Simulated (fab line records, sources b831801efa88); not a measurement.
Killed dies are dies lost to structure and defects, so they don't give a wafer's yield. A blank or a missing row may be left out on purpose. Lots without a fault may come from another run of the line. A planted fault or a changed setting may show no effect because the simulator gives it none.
Tool commonality check | flow sky130 | 13 lots, 39 wafers sampled

WHY IT WAS OPENED
At SKY_VT_ADJUST_PCH_TW_MEAS_10 the reading VT_ADJUST_PCH_TW is flagged on 2 of 13 lots. Wafers without a fault read 143.0, standard deviation 1.7.
Rule: a lot is flagged when every wafer of it that has a number lies more than 4 standard deviations from that mean, or none has a number. The other lots count as sound.

lot  | measured     | on            | VT_ADJUST_PCH_TW, wafer by wafer | flag
L138 | day 10 20:47 | film_metro-03 | 144.2 144.1 144.7                |
L140 | day 11 01:10 | film_metro-01 | 139.7 139.0 139.9                |
L141 | day 11 09:32 | film_metro-03 | 144.7 144.6 144.6                |
L142 | day 12 00:24 | film_metro-03 | 143.5 143.2 144.5                |
L143 | day 12 03:14 | film_metro-01 | 142.0 141.1 141.5                |
L146 | day 12 23:15 | film_metro-01 | 141.8 141.2 141.2                |
L147 | day 13 07:44 | film_metro-01 | 141.0 141.3 141.2                |
L148 | day 13 12:49 | film_metro-01 | 140.8 141.2 140.5                |
L151 | day 14 19:03 | film_metro-03 | 143.7 144.0 144.9                |
L152 | day 14 23:46 | film_metro-01 | 102.2 102.6 101.9                | FLAGGED
L156 | day 16 04:55 | film_metro-03 | 143.6 143.9 144.4                |
L158 | day 16 18:38 | film_metro-04 | 104.4 104.5 104.0                | FLAGGED
L161 | day 18 04:41 | film_metro-04 | 145.4 146.1 145.9                |
The numbers of the flagged lots are 103.3 on average: -39.7 against the usual, or -23 standard deviations.

WHICH TOOL RAN EACH LOT
The record holds 1 process step before the reading, out of a route of 708 steps. In each cell: the tool, then ch and the chambers that the sampled wafers went through, then the start.
lot  | flag    | SKY_VT_ADJUST_PCH_IMPLANT_08
L138 |         | implanter-02 ch 0, day 10 20:32
L140 |         | implanter-03 ch 0, day 11 00:55
L141 |         | implanter-03 ch 0, day 11 09:17
L142 |         | implanter-04 ch 0, day 12 00:10
L143 |         | implanter-02 ch 0, day 12 03:00
L146 |         | implanter-03 ch 0, day 12 23:01
L147 |         | implanter-02 ch 0, day 13 07:29
L148 |         | implanter-03 ch 0, day 13 12:34
L151 |         | implanter-04 ch 0, day 14 18:49
L152 | FLAGGED | implanter-04 ch 0, day 14 23:32
L156 |         | implanter-02 ch 0, day 16 04:40
L158 | FLAGGED | implanter-04 ch 0, day 16 18:26
L161 |         | implanter-03 ch 0, day 18 04:26
What these steps do:
- SKY_VT_ADJUST_PCH_IMPLANT_08
- SKY_VT_ADJUST_PCH_TW_MEAS_10

FLAGGED OVER TOTAL, TOOL BY TOOL (the gauges that took the reading come last)
step                         | tool          | lots run | flagged | share of the flagged lots | sound lots run after its first flagged lot
SKY_VT_ADJUST_PCH_IMPLANT_08 | implanter-02  | 4        | 0       | none                      | -
SKY_VT_ADJUST_PCH_IMPLANT_08 | implanter-03  | 5        | 0       | none                      | -
SKY_VT_ADJUST_PCH_IMPLANT_08 | implanter-04  | 4        | 2       | all                       | 0
SKY_VT_ADJUST_PCH_TW_MEAS_10 | film_metro-01 | 6        | 1       | some                      | 0
SKY_VT_ADJUST_PCH_TW_MEAS_10 | film_metro-03 | 5        | 0       | none                      | -
SKY_VT_ADJUST_PCH_TW_MEAS_10 | film_metro-04 | 2        | 1       | some                      | 1 (L161)

WHAT THE TABLE ALLOWS
1 row of the table ran every flagged lot: implanter-04 at SKY_VT_ADJUST_PCH_IMPLANT_08.
- implanter-04 at SKY_VT_ADJUST_PCH_IMPLANT_08: 2 of its 4 lots flagged. Its last sound lot is L151 (day 14 18:49), its first flagged lot L152 (day 14 23:32): a fault that began between those two fits. Its own readings lie more than 4 standard deviations out on every wafer of the flagged lots: dose_ions_cm2, faraday_current_uA.
One tool is left: implanter-04 at SKY_VT_ADJUST_PCH_IMPLANT_08.

WHAT THE SIMULATOR HAD PUT IN
Process parameter drift: implanter-04, from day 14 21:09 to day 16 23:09, at SKY_VT_ADJUST_PCH_IMPLANT_08. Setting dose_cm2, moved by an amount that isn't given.
Lots struck among those shown: L152, L158. The rule above found the same.
